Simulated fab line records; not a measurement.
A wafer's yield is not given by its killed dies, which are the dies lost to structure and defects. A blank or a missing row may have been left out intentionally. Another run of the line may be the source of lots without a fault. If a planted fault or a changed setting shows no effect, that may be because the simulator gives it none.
Check of tool commonality + flow sky130 + Sampled: 11 lots, 39 wafers

## WHAT PROMPTED THE OPENING
SKY_SD_N_RS_MEAS_16, reading SD_N_RS: flagged on 2 of 11 lots. Wafers without a fault read 68.55 ohm/sq, standard deviation 0.11.
Rule: a lot is flagged in two cases, either no wafer of it has a number, or all its wafers with numbers fall more than 4 standard deviations from that mean. As for the other lots, they are considered sound.

| lot  | measured     | on            | SD_N_RS (ohm/sq), wafer by wafer    | flag    |
|------|--------------|---------------|-------------------------------------|---------|
| L860 | day 27 20:58 | film_metro-02 | 68.39 68.50 68.59                   |         |
| L866 | day 30 05:50 | film_metro-02 | 68.54 68.53 68.71                   |         |
| L867 | day 30 13:34 | film_metro-01 | 68.71 68.64 68.60                   |         |
| L868 | day 30 16:28 | film_metro-02 | 68.57 68.59 68.55                   |         |
| L873 | day 32 06:35 | film_metro-02 | 67.51 67.52 67.57 67.37 67.40 67.54 | FLAGGED |
| L875 | day 33 03:36 | film_metro-01 | 67.55 67.58 67.63 67.44 67.54 67.42 | FLAGGED |
| L876 | day 33 14:04 | film_metro-01 | 68.52 68.58 68.67                   |         |
| L877 | day 33 16:40 | film_metro-04 | 68.67 68.38 68.68                   |         |
| L881 | day 35 01:05 | film_metro-02 | 68.43 68.46 68.42                   |         |
| L882 | day 35 05:35 | film_metro-04 | 68.55 68.56 68.59                   |         |
| L883 | day 35 20:29 | film_metro-02 | 68.41 68.47 68.62                   |         |
The mean of the flagged lots' numbers is 67.51 ohm/sq, -1.04 ohm/sq from the usual (-9 standard deviations).

## LOT BY LOT: THE TOOL USED
The record holds 2 process steps before the reading, out of a route of 708 steps. Cell contents, in order: the tool; ch with the chambers the sampled wafers went through; the start.
| lot  | flag    | SKY_SD_N_IMPLANT_09             | SKY_SD_N_STRIP_11                    |
|------|---------|---------------------------------|--------------------------------------|
| L860 |         | implanter-02 ch 0, day 27 20:17 | plasma_asher-01 ch 0,1, day 27 20:35 |
| L866 |         | implanter-01 ch 0, day 30 05:08 | plasma_asher-01 ch 0,1, day 30 05:26 |
| L867 |         | implanter-03 ch 0, day 30 12:54 | plasma_asher-03 ch 0,1, day 30 13:10 |
| L868 |         | implanter-03 ch 0, day 30 15:47 | plasma_asher-01 ch 0,1, day 30 16:05 |
| L873 | FLAGGED | implanter-01 ch 0, day 32 05:54 | plasma_asher-03 ch 0,1, day 32 06:11 |
| L875 | FLAGGED | implanter-01 ch 0, day 33 02:55 | plasma_asher-01 ch 0,1, day 33 03:11 |
| L876 |         | implanter-02 ch 0, day 33 13:22 | plasma_asher-02 ch 0,1, day 33 13:38 |
| L877 |         | implanter-03 ch 0, day 33 15:59 | plasma_asher-02 ch 0,1, day 33 16:17 |
| L881 |         | implanter-03 ch 0, day 35 00:25 | plasma_asher-02 ch 0,1, day 35 00:41 |
| L882 |         | implanter-02 ch 0, day 35 04:54 | plasma_asher-02 ch 0,1, day 35 05:12 |
| L883 |         | implanter-02 ch 0, day 35 19:41 | plasma_asher-03 ch 0,1, day 35 19:59 |
These steps, and what they do:
- SKY_SD_N_IMPLANT_09
- SKY_SD_N_STRIP_11: strips in O2/N2.
- SKY_SD_N_RS_MEAS_16: measures by four-point-probe.

## FLAGGED AGAINST TOTAL, ONE TOOL AT A TIME (gauges that did the reading follow at the end)
| step                | tool            | lots run | flagged | share of the flagged lots | sound lots run after its first flagged lot |
|---------------------|-----------------|----------|---------|---------------------------|--------------------------------------------|
| SKY_SD_N_IMPLANT_09 | implanter-01    | 3        | 2       | all                       | 0                                          |
| SKY_SD_N_IMPLANT_09 | implanter-02    | 4        | 0       | none                      | -                                          |
| SKY_SD_N_IMPLANT_09 | implanter-03    | 4        | 0       | none                      | -                                          |
| SKY_SD_N_STRIP_11   | plasma_asher-01 | 4        | 1       | some                      | 0                                          |
| SKY_SD_N_STRIP_11   | plasma_asher-02 | 4        | 0       | none                      | -                                          |
| SKY_SD_N_STRIP_11   | plasma_asher-03 | 3        | 1       | some                      | 1 (L883)                                   |
| SKY_SD_N_RS_MEAS_16 | film_metro-01   | 3        | 1       | some                      | 1 (L876)                                   |
| SKY_SD_N_RS_MEAS_16 | film_metro-02   | 6        | 1       | some                      | 2 (L881,L883)                              |
| SKY_SD_N_RS_MEAS_16 | film_metro-04   | 2        | 0       | none                      | -                                          |

## WHAT THE TABLE PERMITS
In the table, 1 row covers all flagged lots: implanter-01 at SKY_SD_N_IMPLANT_09.
- implanter-01 at SKY_SD_N_IMPLANT_09: 2 of its 3 lots flagged. A fault beginning between L866 (day 30 05:08), its last sound lot, and L873 (day 32 05:54), its first flagged one, fits the data. Its own readings lie more than 4 standard deviations out on every wafer of the flagged lots: end_station_pressure_torr.
implanter-01 at SKY_SD_N_IMPLANT_09 is the single tool remaining.

## WHAT THE SIMULATOR HAD INSERTED
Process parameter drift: implanter-01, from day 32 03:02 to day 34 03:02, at SKY_SD_N_IMPLANT_09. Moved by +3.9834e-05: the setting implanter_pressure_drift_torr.
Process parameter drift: implanter-01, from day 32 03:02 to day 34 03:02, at SKY_SD_N_IMPLANT_09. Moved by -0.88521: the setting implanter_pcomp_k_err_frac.
Shown lots that were struck: L873, L875. The rule above found the same.
